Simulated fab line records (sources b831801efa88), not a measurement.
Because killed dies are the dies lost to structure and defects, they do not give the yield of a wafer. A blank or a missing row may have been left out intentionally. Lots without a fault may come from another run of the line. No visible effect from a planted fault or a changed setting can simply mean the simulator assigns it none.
fab line records / flow sfq_line
[record] lots = 7 wafers = 18 last_day = 77
route steps=325 shown M6@265 I6@266
lots untouched by any fault: they come from a run of this same line in which no faults occurred
start_h: hours from the record's opening day to when the first of the lot's shown wafers began / wait_h: hours elapsed since this lot's preceding step / " the same as in the row above / L1.1+2: a single row standing in for several wafers / - no value, or no start given / * or withheld: withheld / < > ~ a bound
route shown NAME@n: a module of which the file shows steps, and the number in the route of the first / usual: mean/standard deviation taken from wafers without a fault / same: alike in all rows / chamber/n: place in a boat / sites: readings site by site / _std_site: how widely they spread, as a standard deviation / _edge_site: the outer-site mean with the inner-site mean subtracted / radius_mm: for every site, how far away it sits from the centre of the wafer / mask NAME#n: copy n / behind: tool/chamber where the wafer was last shaped / hold: why the lot was held/for how many hours/how that ended / device: which transistor (n, p or np) failed to switch / end of line: at the end of the route, the tests of the same wafers / step lacking rows: just its recipe / killed: at the first sort, the dies lost to defects and structure; wafer yield is something else / map: a wafer's dies, x killed, . not, _ none there
set.NAME: the setting the step ran with; set.NAME@STEP: the setting that earlier step ran with / model.NAME: the simulator's own value behind a step, which no gauge read
a table for each step, a row for each wafer; lots at some steps of the route
services: the hour from which a tool's chamber was out of use, counted from the record's first day as start_h (under 0 if before that day), plus the number of hours and why
[[steps]]
[step SFQ_TRILAYER_M6_STRIP_SOLV_CLEAN_164]
[recipe] chemistry = NMP temp_c = 70 time_s = 600
[step SFQ_TRILAYER_I6_DEP_PECVD_165]
[recipe] material = SiO2 temp_c = 150 time_s = 111.11 pressure_torr = 2.4 rf_w = 183.3 precursor = SiH4/N2O target_thk_nm = 500
[usual] heater_power_w = 80/14 throttle_valve_pct = 24.3/1.4
[same] time_s = 111.11
lot.wafer=L451.4 tool=pecvd-01 chamber=2 start_h=1430.19 wait_h=0.0 heater_power_w=74 throttle_valve_pct=22.2
lot.wafer=L451.5 tool=pecvd-01 chamber=1 start_h=1430.19 wait_h=0.0 heater_power_w=71 throttle_valve_pct=24.7
lot.wafer=L451.6 tool=pecvd-01 chamber=0 start_h=1430.19 wait_h=0.0 heater_power_w=78 throttle_valve_pct=23.7
lot.wafer=L454.1 tool=pecvd-02 chamber=2 start_h=1448.15 wait_h=0.0 heater_power_w=93 throttle_valve_pct=25.0
lot.wafer=L454.2 tool=pecvd-02 chamber=0 start_h=1448.15 wait_h=0.0 heater_power_w=65 throttle_valve_pct=26.4
lot.wafer=L454.6 tool=pecvd-02 chamber=1 start_h=1448.15 wait_h=0.0 heater_power_w=50 throttle_valve_pct=25.7
lot.wafer=L456.1 tool=pecvd-03 chamber=0 start_h=1458.97 wait_h=0.0 heater_power_w=110 throttle_valve_pct=22.9
lot.wafer=L456.2 tool=pecvd-03 chamber=2 start_h=1458.97 wait_h=0.0 heater_power_w=81 throttle_valve_pct=23.8
lot.wafer=L456.4 tool=pecvd-03 chamber=2 start_h=1458.97 wait_h=0.0 heater_power_w=80 throttle_valve_pct=23.8
lot.wafer=L462.5 tool=pecvd-01 chamber=0 start_h=1503.55 wait_h=0.0 heater_power_w=85 throttle_valve_pct=23.7
lot.wafer=L462.6 tool=pecvd-01 chamber=2 start_h=1503.55 wait_h=0.0 heater_power_w=80 throttle_valve_pct=22.5
lot.wafer=L464.4 tool=pecvd-01 chamber=0 start_h=1510.72 wait_h=0.0 heater_power_w=74 throttle_valve_pct=23.5
lot.wafer=L464.6 tool=pecvd-01 chamber=1 start_h=1510.72 wait_h=0.0 heater_power_w=87 throttle_valve_pct=24.6
lot.wafer=L465.3 tool=pecvd-01 chamber=1 start_h=1540.08 wait_h=0.0 heater_power_w=81 throttle_valve_pct=24.9
lot.wafer=L465.6 tool=pecvd-01 chamber=1 start_h=1540.08 wait_h=0.0 heater_power_w=84 throttle_valve_pct=25.0
lot.wafer=L469.1 tool=pecvd-02 chamber=0 start_h=1558.18 wait_h=0.0 heater_power_w=72 throttle_valve_pct=27.2
lot.wafer=L469.3 tool=pecvd-02 chamber=2 start_h=1558.18 wait_h=0.0 heater_power_w=99 throttle_valve_pct=25.5
lot.wafer=L469.4 tool=pecvd-02 chamber=1 start_h=1558.18 wait_h=0.0 heater_power_w=53 throttle_valve_pct=25.8
[step SFQ_TRILAYER_I6_CMP_CMP_166]
[recipe] material = SiO2 down_force_psi = 3 platen_rpm = 60 pad_velocity_m_s = 0.94248
[usual] motor_current_A = 9.8/0.8 time_to_endpoint_s = 215/10
lot.wafer=L451.4 tool=cmp-01 chamber=2 start_h=1436.95 wait_h=6.7 motor_current_A=10.3 time_to_endpoint_s=220
lot.wafer=L451.5 tool=cmp-01 chamber=3 start_h=1436.95 wait_h=6.7 motor_current_A=9.1 time_to_endpoint_s=222
lot.wafer=L451.6 tool=cmp-01 chamber=0 start_h=1436.95 wait_h=6.7 motor_current_A=10.2 time_to_endpoint_s=221
lot.wafer=L454.1 tool=cmp-02 chamber=0 start_h=1454.83 wait_h=6.6 motor_current_A=10.0 time_to_endpoint_s=218
lot.wafer=L454.2 tool=cmp-02 chamber=3 start_h=1456.33 wait_h=8.1 motor_current_A=11.7 time_to_endpoint_s=211
lot.wafer=L454.6 tool=cmp-02 chamber=1 start_h=1457.33 wait_h=9.1 motor_current_A=8.7 time_to_endpoint_s=217
lot.wafer=L456.2 tool=cmp-02 chamber=1 start_h=1472.83 wait_h=13.8 motor_current_A=8.3 time_to_endpoint_s=214
lot.wafer=L456.4 tool=cmp-02 chamber=2 start_h=1472.83 wait_h=13.8 motor_current_A=10.0 time_to_endpoint_s=234
lot.wafer=L456.1 tool=cmp-02 chamber=3 start_h=1472.83 wait_h=13.8 motor_current_A=11.4 time_to_endpoint_s=213
lot.wafer=L462.6 tool=cmp-01 chamber=3 start_h=1505.59 wait_h=2.0 motor_current_A=9.4 time_to_endpoint_s=217
lot.wafer=L462.5 tool=cmp-01 chamber=0 start_h=1505.59 wait_h=2.0 motor_current_A=9.5 time_to_endpoint_s=223
lot.wafer=L464.4 tool=cmp-02 chamber=2 start_h=1512.26 wait_h=1.5 motor_current_A=9.9 time_to_endpoint_s=233
lot.wafer=L464.6 tool=cmp-02 chamber=3 start_h=1512.26 wait_h=1.5 motor_current_A=12.3 time_to_endpoint_s=225
lot.wafer=L465.3 tool=cmp-01 chamber=3 start_h=1542.96 wait_h=2.8 motor_current_A=9.1 time_to_endpoint_s=208
lot.wafer=L465.6 tool=cmp-01 chamber=1 start_h=1543.96 wait_h=3.8 motor_current_A=9.3 time_to_endpoint_s=208
lot.wafer=L469.3 tool=cmp-02 chamber=3 start_h=1558.26 wait_h=0.0 motor_current_A=12.2 time_to_endpoint_s=208
lot.wafer=L469.4 tool=cmp-02 chamber=1 start_h=1559.26 wait_h=1.0 motor_current_A=8.9 time_to_endpoint_s=216
lot.wafer=L469.1 tool=cmp-02 chamber=2 start_h=1559.26 wait_h=1.0 motor_current_A=10.5 time_to_endpoint_s=211
[step SFQ_I6_BOW_MEAS_941]
[recipe] mode = bow
[usual] I6_BOW = 4/11
lot.wafer=L451.4 tool=film_metro-02 chamber=- start_h=1438.51 wait_h=1.1 I6_BOW[um]=5
lot.wafer=L451.5 tool=film_metro-02 chamber=- start_h=1438.51 wait_h=1.1 I6_BOW[um]=3
lot.wafer=L451.6 tool=film_metro-02 chamber=- start_h=1438.51 wait_h=1.1 I6_BOW[um]=-2
lot.wafer=L454.1 tool=film_metro-02 chamber=- start_h=1457.83 wait_h=2.5 I6_BOW[um]=12
lot.wafer=L454.2 tool=film_metro-02 chamber=- start_h=1457.83 wait_h=2.5 I6_BOW[um]=16
lot.wafer=L454.6 tool=film_metro-02 chamber=- start_h=1457.83 wait_h=2.5 I6_BOW[um]=16
lot.wafer=L456.1 tool=film_metro-02 chamber=- start_h=1475.83 wait_h=1.5 I6_BOW[um]=-8
lot.wafer=L456.2 tool=film_metro-02 chamber=- start_h=1475.83 wait_h=1.5 I6_BOW[um]=-9
lot.wafer=L456.4 tool=film_metro-02 chamber=- start_h=1475.83 wait_h=1.5 I6_BOW[um]=0
lot.wafer=L462.5 tool=film_metro-01 chamber=- start_h=1506.67 wait_h=0.1 I6_BOW[um]=0
lot.wafer=L462.6 tool=film_metro-01 chamber=- start_h=1506.67 wait_h=0.1 I6_BOW[um]=-5
lot.wafer=L464.4 tool=film_metro-01 chamber=- start_h=1513.82 wait_h=1.1 I6_BOW[um]=5
lot.wafer=L464.6 tool=film_metro-01 chamber=- start_h=1513.82 wait_h=1.1 I6_BOW[um]=13
lot.wafer=L465.3 tool=film_metro-03 chamber=- start_h=1545.00 wait_h=1.5 I6_BOW[um]=16
lot.wafer=L465.6 tool=film_metro-03 chamber=- start_h=1545.00 wait_h=1.5 I6_BOW[um]=16
lot.wafer=L469.1 tool=film_metro-03 chamber=- start_h=1561.26 wait_h=1.0 I6_BOW[um]=-6
lot.wafer=L469.3 tool=film_metro-03 chamber=- start_h=1561.26 wait_h=1.0 I6_BOW[um]=8
lot.wafer=L469.4 tool=film_metro-03 chamber=- start_h=1561.26 wait_h=1.0 I6_BOW[um]=-2
[step SFQ_TRILAYER_I6_METRO_MEASURE_167]
[usual] thk_nm = 200.2/1.4
lot.wafer=L451.4 tool=film_metro-02 chamber=- start_h=1439.17 wait_h=0.6 thk_nm=202.8
lot.wafer=L451.5 tool=film_metro-02 chamber=- start_h=1439.17 wait_h=0.6 thk_nm=199.9
lot.wafer=L451.6 tool=film_metro-02 chamber=- start_h=1439.17 wait_h=0.6 thk_nm=200.6
lot.wafer=L454.1 tool=film_metro-02 chamber=- start_h=1457.95 wait_h=0.1 thk_nm=200.4
lot.wafer=L454.2 tool=film_metro-02 chamber=- start_h=1457.95 wait_h=0.1 thk_nm=200.5
lot.wafer=L454.6 tool=film_metro-02 chamber=- start_h=1457.95 wait_h=0.1 thk_nm=199.5
lot.wafer=L456.1 tool=film_metro-02 chamber=- start_h=1475.95 wait_h=0.1 thk_nm=199.1
lot.wafer=L456.2 tool=film_metro-02 chamber=- start_h=1475.95 wait_h=0.1 thk_nm=198.0
lot.wafer=L456.4 tool=film_metro-02 chamber=- start_h=1475.95 wait_h=0.1 thk_nm=201.2
lot.wafer=L462.5 tool=film_metro-01 chamber=- start_h=1507.51 wait_h=0.8 thk_nm=201.9
lot.wafer=L462.6 tool=film_metro-01 chamber=- start_h=1507.51 wait_h=0.8 thk_nm=199.9
lot.wafer=L464.4 tool=film_metro-01 chamber=- start_h=1514.48 wait_h=0.6 thk_nm=200.3
lot.wafer=L464.6 tool=film_metro-01 chamber=- start_h=1514.48 wait_h=0.6 thk_nm=198.7
lot.wafer=L465.3 tool=film_metro-03 chamber=- start_h=1545.48 wait_h=0.5 thk_nm=198.4
lot.wafer=L465.6 tool=film_metro-03 chamber=- start_h=1545.48 wait_h=0.5 thk_nm=198.0
lot.wafer=L469.1 tool=film_metro-03 chamber=- start_h=1561.38 wait_h=0.1 thk_nm=202.8
lot.wafer=L469.3 tool=film_metro-03 chamber=- start_h=1561.38 wait_h=0.1 thk_nm=202.1
lot.wafer=L469.4 tool=film_metro-03 chamber=- start_h=1561.38 wait_h=0.1 thk_nm=200.6
[step SFQ_TRILAYER_I6_VIA_LITHO_COAT_174]
[recipe] resist = BARC spin_rpm = 3000 resist_thk_nm = 62
[step SFQ_TRILAYER_I6_VIA_LITHO_COAT_169]
[recipe] resist = KrF spin_rpm = 3000 resist_thk_nm = 650
[step SFQ_TRILAYER_I6_VIA_LITHO_SOFTBAKE_173]
[recipe] temp_c = withheld time_s = withheld resist = KrF
[step SFQ_TRILAYER_I6_VIA_LITHO_EXPOSE_170]
[recipe] mask_id = I6 na = 0.6 source_shape = conventional sigma_outer = 0.65 target_cd_nm = 700 dose_mj = 21.3
[step SFQ_TRILAYER_I6_VIA_LITHO_PEB_172]
[recipe] peb_temp_c = 115 peb_time_s = 60 resist = KrF
[step SFQ_TRILAYER_I6_VIA_LITHO_DEVELOP_171]
[recipe] time_s = 60 resist = KrF
[step SFQ_I6_OVL_MEAS_942]
[usual] I6_OVL = -3/6.7
lot.wafer=L451.4 tool=overlay-02 chamber=- start_h=1542.75 wait_h=0.1 I6_OVL[nm]=5
lot.wafer=L451.5 tool=overlay-02 chamber=- start_h=1542.75 wait_h=0.1 I6_OVL[nm]=-3
lot.wafer=L451.6 tool=overlay-02 chamber=- start_h=1542.75 wait_h=0.1 I6_OVL[nm]=2
lot.wafer=L454.1 tool=overlay-02 chamber=- start_h=1563.13 wait_h=0.1 I6_OVL[nm]=-1
lot.wafer=L454.2 tool=overlay-02 chamber=- start_h=1563.13 wait_h=0.1 I6_OVL[nm]=1
lot.wafer=L454.6 tool=overlay-02 chamber=- start_h=1563.13 wait_h=0.1 I6_OVL[nm]=0
lot.wafer=L456.1 tool=overlay-02 chamber=- start_h=1577.53 wait_h=0.1 I6_OVL[nm]=11
lot.wafer=L456.2 tool=overlay-02 chamber=- start_h=1577.53 wait_h=0.1 I6_OVL[nm]=-3
lot.wafer=L456.4 tool=overlay-02 chamber=- start_h=1577.53 wait_h=0.1 I6_OVL[nm]=-5
lot.wafer=L462.5 tool=overlay-01 chamber=- start_h=1614.32 wait_h=0.0 I6_OVL[nm]=-8
lot.wafer=L462.6 tool=overlay-01 chamber=- start_h=1614.32 wait_h=0.0 I6_OVL[nm]=-14
lot.wafer=L464.4 tool=overlay-01 chamber=- start_h=1623.27 wait_h=0.1 I6_OVL[nm]=-3
lot.wafer=L464.6 tool=overlay-01 chamber=- start_h=1623.27 wait_h=0.1 I6_OVL[nm]=3
lot.wafer=L465.3 tool=overlay-01 chamber=- start_h=1638.86 wait_h=0.1 I6_OVL[nm]=3
lot.wafer=L465.6 tool=overlay-01 chamber=- start_h=1638.86 wait_h=0.1 I6_OVL[nm]=1
lot.wafer=L469.1 tool=overlay-01 chamber=- start_h=1654.45 wait_h=0.1 I6_OVL[nm]=-5
lot.wafer=L469.3 tool=overlay-01 chamber=- start_h=1654.45 wait_h=0.1 I6_OVL[nm]=-1
lot.wafer=L469.4 tool=overlay-01 chamber=- start_h=1654.45 wait_h=0.1 I6_OVL[nm]=-1
[step SFQ_TRILAYER_I6_VIA_BARC_OPEN_VIA_ETCH_235]
[recipe] mask_material = PR chemistry = O2 target_depth_nm = 125 target = BARC source_w = 500 bias_w = 80 pressure_mtorr = 30 time_s = 41.7
[usual] drypump_motor_current_A = 5.87/0.22 oes_product_au = 0.686/0.0046 run_length_s = 69.9/0.58
lot.wafer=L451.4 tool=rie_diel-02 chamber=0 start_h=1542.76 wait_h=0.0 drypump_motor_current_A=6.01 oes_product_au=0.681 rf_hours_counter_h=14 run_length_s=69.7 model.KrF_of_TRILAYER_I6_VIA_LITHO_COAT_169.thk_nm=571.6
lot.wafer=L451.5 tool=rie_diel-02 chamber=2 start_h=1542.76 wait_h=0.0 drypump_motor_current_A=6.13 oes_product_au=0.678 rf_hours_counter_h=- run_length_s=70.2 model.KrF_of_TRILAYER_I6_VIA_LITHO_COAT_169.thk_nm=571.4
lot.wafer=L451.6 tool=rie_diel-02 chamber=1 start_h=1542.76 wait_h=0.0 drypump_motor_current_A=6.06 oes_product_au=0.679 rf_hours_counter_h=- run_length_s=69.7 model.KrF_of_TRILAYER_I6_VIA_LITHO_COAT_169.thk_nm=571.2
lot.wafer=L454.1 tool=rie_diel-04 chamber=3 start_h=1563.16 wait_h=0.0 drypump_motor_current_A=5.82 oes_product_au=0.677 rf_hours_counter_h=21 run_length_s=69.5 model.KrF_of_TRILAYER_I6_VIA_LITHO_COAT_169.thk_nm=573.2
lot.wafer=L454.2 tool=rie_diel-04 chamber=2 start_h=1563.16 wait_h=0.0 drypump_motor_current_A=5.88 oes_product_au=0.688 rf_hours_counter_h=10 run_length_s=69.2 model.KrF_of_TRILAYER_I6_VIA_LITHO_COAT_169.thk_nm=573.5
lot.wafer=L454.6 tool=rie_diel-04 chamber=2 start_h=1563.16 wait_h=0.0 drypump_motor_current_A=5.86 oes_product_au=0.686 rf_hours_counter_h=- run_length_s=69.0 model.KrF_of_TRILAYER_I6_VIA_LITHO_COAT_169.thk_nm=573.3
lot.wafer=L456.1 tool=rie_diel-02 chamber=2 start_h=1577.56 wait_h=0.0 drypump_motor_current_A=6.15 oes_product_au=0.692 rf_hours_counter_h=25 run_length_s=70.2 model.KrF_of_TRILAYER_I6_VIA_LITHO_COAT_169.thk_nm=575.8
lot.wafer=L456.2 tool=rie_diel-02 chamber=3 start_h=1577.56 wait_h=0.0 drypump_motor_current_A=5.78 oes_product_au=0.691 rf_hours_counter_h=25 run_length_s=71.0 model.KrF_of_TRILAYER_I6_VIA_LITHO_COAT_169.thk_nm=574.7
lot.wafer=L456.4 tool=rie_diel-02 chamber=3 start_h=1577.56 wait_h=0.0 drypump_motor_current_A=5.80 oes_product_au=0.686 rf_hours_counter_h=- run_length_s=70.5 model.KrF_of_TRILAYER_I6_VIA_LITHO_COAT_169.thk_nm=574.1
lot.wafer=L462.5 tool=rie_diel-02 chamber=3 start_h=1614.35 wait_h=0.0 drypump_motor_current_A=5.77 oes_product_au=0.635 rf_hours_counter_h=- run_length_s=79.8 model.KrF_of_TRILAYER_I6_VIA_LITHO_COAT_169.thk_nm=563
lot.wafer=L462.6 tool=rie_diel-02 chamber=2 start_h=1614.35 wait_h=0.0 drypump_motor_current_A=6.12 oes_product_au=0.630 rf_hours_counter_h=- run_length_s=79.2 model.KrF_of_TRILAYER_I6_VIA_LITHO_COAT_169.thk_nm=561.3
lot.wafer=L464.4 tool=rie_diel-02 chamber=3 start_h=1623.31 wait_h=0.0 drypump_motor_current_A=5.78 oes_product_au=0.683 rf_hours_counter_h=- run_length_s=71.1 model.KrF_of_TRILAYER_I6_VIA_LITHO_COAT_169.thk_nm=574.4
lot.wafer=L464.6 tool=rie_diel-02 chamber=2 start_h=1623.31 wait_h=0.0 drypump_motor_current_A=6.15 oes_product_au=0.637 rf_hours_counter_h=- run_length_s=79.3 model.KrF_of_TRILAYER_I6_VIA_LITHO_COAT_169.thk_nm=560.9
lot.wafer=L465.3 tool=rie_diel-02 chamber=0 start_h=1638.89 wait_h=0.0 drypump_motor_current_A=6.01 oes_product_au=0.682 rf_hours_counter_h=17 run_length_s=69.4 model.KrF_of_TRILAYER_I6_VIA_LITHO_COAT_169.thk_nm=568.6
lot.wafer=L465.6 tool=rie_diel-02 chamber=0 start_h=1638.89 wait_h=0.0 drypump_motor_current_A=6.01 oes_product_au=0.631 rf_hours_counter_h=- run_length_s=78.4 model.KrF_of_TRILAYER_I6_VIA_LITHO_COAT_169.thk_nm=560
lot.wafer=L469.1 tool=rie_diel-04 chamber=2 start_h=1654.49 wait_h=0.0 drypump_motor_current_A=5.86 oes_product_au=0.692 rf_hours_counter_h=11 run_length_s=69.2 model.KrF_of_TRILAYER_I6_VIA_LITHO_COAT_169.thk_nm=570
lot.wafer=L469.3 tool=rie_diel-04 chamber=0 start_h=1654.49 wait_h=0.0 drypump_motor_current_A=5.72 oes_product_au=0.680 rf_hours_counter_h=19 run_length_s=69.6 model.KrF_of_TRILAYER_I6_VIA_LITHO_COAT_169.thk_nm=569.8
lot.wafer=L469.4 tool=rie_diel-04 chamber=3 start_h=1654.49 wait_h=0.0 drypump_motor_current_A=5.83 oes_product_au=0.687 rf_hours_counter_h=22 run_length_s=69.5 model.KrF_of_TRILAYER_I6_VIA_LITHO_COAT_169.thk_nm=570.1
[step SFQ_TRILAYER_I6_VIA_ETCH_VIA_ETCH_172]
[recipe] target = SiO2 stop_on = Nb mask_material = PR taper_deg = 20 chemistry = CHF3 target_depth_nm = 260 source_w = 500 bias_w = 80 pressure_mtorr = 30 time_s = withheld
[usual] drypump_motor_current_A = 5.87/0.22 oes_product_au = 0.855/0.006
lot.wafer=L451.4 tool=rie_diel-02 chamber=0 start_h=1542.80 wait_h=0.0 drypump_motor_current_A=6.00 oes_product_au=0.857 model.KrF_of_TRILAYER_I6_VIA_LITHO_COAT_169.thk_nm=526.1
lot.wafer=L451.5 tool=rie_diel-02 chamber=2 start_h=1542.80 wait_h=0.0 drypump_motor_current_A=6.13 oes_product_au=0.854 model.KrF_of_TRILAYER_I6_VIA_LITHO_COAT_169.thk_nm=526.6
lot.wafer=L451.6 tool=rie_diel-02 chamber=1 start_h=1542.80 wait_h=0.0 drypump_motor_current_A=6.09 oes_product_au=0.850 model.KrF_of_TRILAYER_I6_VIA_LITHO_COAT_169.thk_nm=527
lot.wafer=L454.1 tool=rie_diel-04 chamber=3 start_h=1563.20 wait_h=0.0 drypump_motor_current_A=5.83 oes_product_au=0.843 model.KrF_of_TRILAYER_I6_VIA_LITHO_COAT_169.thk_nm=526.9
lot.wafer=L454.2 tool=rie_diel-04 chamber=2 start_h=1563.20 wait_h=0.0 drypump_motor_current_A=5.86 oes_product_au=0.852 model.KrF_of_TRILAYER_I6_VIA_LITHO_COAT_169.thk_nm=528.3
lot.wafer=L454.6 tool=rie_diel-04 chamber=2 start_h=1563.20 wait_h=0.0 drypump_motor_current_A=5.86 oes_product_au=0.850 model.KrF_of_TRILAYER_I6_VIA_LITHO_COAT_169.thk_nm=528.2
lot.wafer=L456.1 tool=rie_diel-02 chamber=2 start_h=1577.60 wait_h=0.0 drypump_motor_current_A=6.12 oes_product_au=0.846 model.KrF_of_TRILAYER_I6_VIA_LITHO_COAT_169.thk_nm=531.4
lot.wafer=L456.2 tool=rie_diel-02 chamber=3 start_h=1577.60 wait_h=0.0 drypump_motor_current_A=5.81 oes_product_au=0.856 model.KrF_of_TRILAYER_I6_VIA_LITHO_COAT_169.thk_nm=530
lot.wafer=L456.4 tool=rie_diel-02 chamber=3 start_h=1577.60 wait_h=0.0 drypump_motor_current_A=5.80 oes_product_au=0.854 model.KrF_of_TRILAYER_I6_VIA_LITHO_COAT_169.thk_nm=529.7
lot.wafer=L462.5 tool=rie_diel-02 chamber=3 start_h=1614.42 wait_h=0.1 drypump_motor_current_A=5.80 oes_product_au=0.864 model.KrF_of_TRILAYER_I6_VIA_LITHO_COAT_169.thk_nm=518.6
lot.wafer=L462.6 tool=rie_diel-02 chamber=2 start_h=1614.42 wait_h=0.1 drypump_motor_current_A=6.13 oes_product_au=0.854 model.KrF_of_TRILAYER_I6_VIA_LITHO_COAT_169.thk_nm=515.9
lot.wafer=L464.4 tool=rie_diel-02 chamber=3 start_h=1623.38 wait_h=0.1 drypump_motor_current_A=5.78 oes_product_au=0.848 model.KrF_of_TRILAYER_I6_VIA_LITHO_COAT_169.thk_nm=529.4
lot.wafer=L464.6 tool=rie_diel-02 chamber=2 start_h=1623.38 wait_h=0.1 drypump_motor_current_A=6.17 oes_product_au=0.856 model.KrF_of_TRILAYER_I6_VIA_LITHO_COAT_169.thk_nm=515.5
lot.wafer=L465.3 tool=rie_diel-02 chamber=0 start_h=1638.93 wait_h=0.0 drypump_motor_current_A=6.01 oes_product_au=0.847 model.KrF_of_TRILAYER_I6_VIA_LITHO_COAT_169.thk_nm=522.2
lot.wafer=L465.6 tool=rie_diel-02 chamber=0 start_h=1638.93 wait_h=0.0 drypump_motor_current_A=6.01 oes_product_au=0.856 model.KrF_of_TRILAYER_I6_VIA_LITHO_COAT_169.thk_nm=513.6
lot.wafer=L469.1 tool=rie_diel-04 chamber=2 start_h=1654.53 wait_h=0.0 drypump_motor_current_A=5.86 oes_product_au=0.864 model.KrF_of_TRILAYER_I6_VIA_LITHO_COAT_169.thk_nm=524.1
lot.wafer=L469.3 tool=rie_diel-04 chamber=0 start_h=1654.53 wait_h=0.0 drypump_motor_current_A=5.72 oes_product_au=0.859 model.KrF_of_TRILAYER_I6_VIA_LITHO_COAT_169.thk_nm=524.6
lot.wafer=L469.4 tool=rie_diel-04 chamber=3 start_h=1654.53 wait_h=0.0 drypump_motor_current_A=5.83 oes_product_au=0.854 model.KrF_of_TRILAYER_I6_VIA_LITHO_COAT_169.thk_nm=524.1
[step SFQ_TRILAYER_I6_VIA_STRIP_STRIP_173]
[recipe] gas = O2 power_w = 200 platen_temp_c = 40 overash_fraction = 0.65 chemistry = O2 pressure_mtorr = 50
[usual] drypump_motor_current_A = 5.8/0.37 oes_product_au = 1.005/0.015
lot.wafer=L451.4 tool=rie_metal-04 chamber=1 start_h=1543.12 wait_h=- drypump_motor_current_A=5.8 oes_product_au=1.031 rf_hours_counter_h=-
lot.wafer=L451.5 tool=rie_metal-04 chamber=1 start_h=1543.12 wait_h=- drypump_motor_current_A=5.8 oes_product_au=1.025 rf_hours_counter_h=-
lot.wafer=L451.6 tool=rie_metal-04 chamber=0 start_h=1543.12 wait_h=- drypump_motor_current_A=6.0 oes_product_au=1.025 rf_hours_counter_h=-
lot.wafer=L454.1 tool=rie_metal-02 chamber=0 start_h=1563.32 wait_h=- drypump_motor_current_A=6.3 oes_product_au=0.987 rf_hours_counter_h=64
lot.wafer=L454.2 tool=rie_metal-02 chamber=1 start_h=1563.32 wait_h=- drypump_motor_current_A=5.6 oes_product_au=0.985 rf_hours_counter_h=81
lot.wafer=L454.6 tool=rie_metal-02 chamber=1 start_h=1563.32 wait_h=- drypump_motor_current_A=5.6 oes_product_au=0.991 rf_hours_counter_h=-
lot.wafer=L456.1 tool=rie_metal-02 chamber=1 start_h=1577.72 wait_h=- drypump_motor_current_A=5.6 oes_product_au=0.994 rf_hours_counter_h=84
lot.wafer=L456.2 tool=rie_metal-02 chamber=0 start_h=1577.72 wait_h=- drypump_motor_current_A=6.4 oes_product_au=1.001 rf_hours_counter_h=67
lot.wafer=L456.4 tool=rie_metal-02 chamber=1 start_h=1577.72 wait_h=- drypump_motor_current_A=5.6 oes_product_au=0.994 rf_hours_counter_h=-
lot.wafer=L462.5 tool=rie_metal-02 chamber=0 start_h=1614.88 wait_h=- drypump_motor_current_A=6.3 oes_product_au=0.989 rf_hours_counter_h=-
lot.wafer=L462.6 tool=rie_metal-02 chamber=1 start_h=1614.88 wait_h=- drypump_motor_current_A=5.6 oes_product_au=1.000 rf_hours_counter_h=-
lot.wafer=L464.4 tool=rie_metal-01 chamber=1 start_h=1623.64 wait_h=- drypump_motor_current_A=5.8 oes_product_au=1.001 rf_hours_counter_h=-
lot.wafer=L464.6 tool=rie_metal-01 chamber=0 start_h=1623.64 wait_h=- drypump_motor_current_A=5.0 oes_product_au=0.974 rf_hours_counter_h=-
lot.wafer=L465.3 tool=rie_metal-04 chamber=1 start_h=1639.24 wait_h=- drypump_motor_current_A=5.8 oes_product_au=0.987 rf_hours_counter_h=-
lot.wafer=L465.6 tool=rie_metal-04 chamber=0 start_h=1639.24 wait_h=- drypump_motor_current_A=6.0 oes_product_au=1.023 rf_hours_counter_h=-
lot.wafer=L469.1 tool=rie_metal-01 chamber=0 start_h=1654.64 wait_h=- drypump_motor_current_A=5.0 oes_product_au=0.993 rf_hours_counter_h=114
lot.wafer=L469.3 tool=rie_metal-01 chamber=1 start_h=1654.64 wait_h=- drypump_motor_current_A=5.8 oes_product_au=1.012 rf_hours_counter_h=-
lot.wafer=L469.4 tool=rie_metal-01 chamber=0 start_h=1654.64 wait_h=- drypump_motor_current_A=5.0 oes_product_au=0.989 rf_hours_counter_h=-
[[services]]
tool=film_metro-02 chamber=- start_h=1411.51 hours=0.3 kind=pm
tool=rie_metal-02 chamber=0 start_h=1412.87 hours=8.6 kind=repair
tool=cmp-01 chamber=- start_h=1431.45 hours=4.0 kind=pm
tool=cmp-02 chamber=- start_h=1435.63 hours=4.0 kind=pm
tool=cmp-01 chamber=- start_h=1456.45 hours=14.4 kind=pm
tool=rie_diel-02 chamber=2 start_h=1463.52 hours=8.9 kind=repair
tool=cmp-01 chamber=- start_h=1470.89 hours=4.4 kind=pm
tool=rie_diel-04 chamber=- start_h=1477.95 hours=2.8 kind=pm
tool=rie_diel-04 chamber=0 start_h=1485.56 hours=4.5 kind=repair
tool=rie_diel-02 chamber=2 start_h=1487.77 hours=4.2 kind=repair
tool=cmp-01 chamber=- start_h=1491.18 hours=3.6 kind=repair
tool=cmp-02 chamber=- start_h=1507.57 hours=0.7 kind=repair
tool=cmp-02 chamber=- start_h=1542.56 hours=4.3 kind=pm
tool=film_metro-02 chamber=- start_h=1546.92 hours=0.7 kind=pm
tool=rie_diel-02 chamber=1 start_h=1553.43 hours=72.4 kind=repair
tool=rie_metal-02 chamber=- start_h=1561.17 hours=1.3 kind=repair
tool=pecvd-02 chamber=0 start_h=1587.33 hours=3.4 kind=repair
tool=cmp-02 chamber=- start_h=1596.94 hours=4.0 kind=pm
tool=cmp-02 chamber=- start_h=1611.97 hours=2.4 kind=repair
tool=film_metro-02 chamber=- start_h=1624.06 hours=0.5 kind=pm
tool=rie_metal-02 chamber=- start_h=1632.57 hours=2.8 kind=pm
tool=cmp-01 chamber=- start_h=1634.00 hours=1.9 kind=repair
tool=rie_diel-02 chamber=- start_h=1635.43 hours=0.9 kind=repair
tool=cmp-02 chamber=- start_h=1637.70 hours=1.0 kind=repair
[[key]]
[first_sign] step = SFQ_TRILAYER_I6_VIA_BARC_OPEN_VIA_ETCH_235 reading = run_length_s direction = up sigmas = 16 usual = * struck = *
[effect] step = SFQ_TRILAYER_I6_VIA_BARC_OPEN_VIA_ETCH_235 reading = oes_product_au direction = down sigmas = 11 usual = 0.686 struck = 0.633
[model_effect] step = SFQ_TRILAYER_I6_VIA_BARC_OPEN_VIA_ETCH_235 value = KrF_of_TRILAYER_I6_VIA_LITHO_COAT_169.thk_nm without = 572.7 struck = 561.3
[model_effect] step = SFQ_TRILAYER_I6_VIA_ETCH_VIA_ETCH_172 value = KrF_of_TRILAYER_I6_VIA_LITHO_COAT_169.thk_nm without = 527.3 struck = 515.9
met_at SFQ_TRILAYER_I6_VIA_BARC_OPEN_VIA_ETCH_235
struck_wafers L462.5,L462.6,L464.6,L465.6
onset_between 1577.56 1614.35
[fault] kind = process_parameter_drift tool = rie_diel-02 chamber = - onset_h = 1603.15 steps = SFQ_TRILAYER_I6_VIA_BARC_OPEN_VIA_ETCH_235 channel = time_s offset = * shape = step end_h = 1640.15 scope = struck_wafers_only acts_in = * stated = *
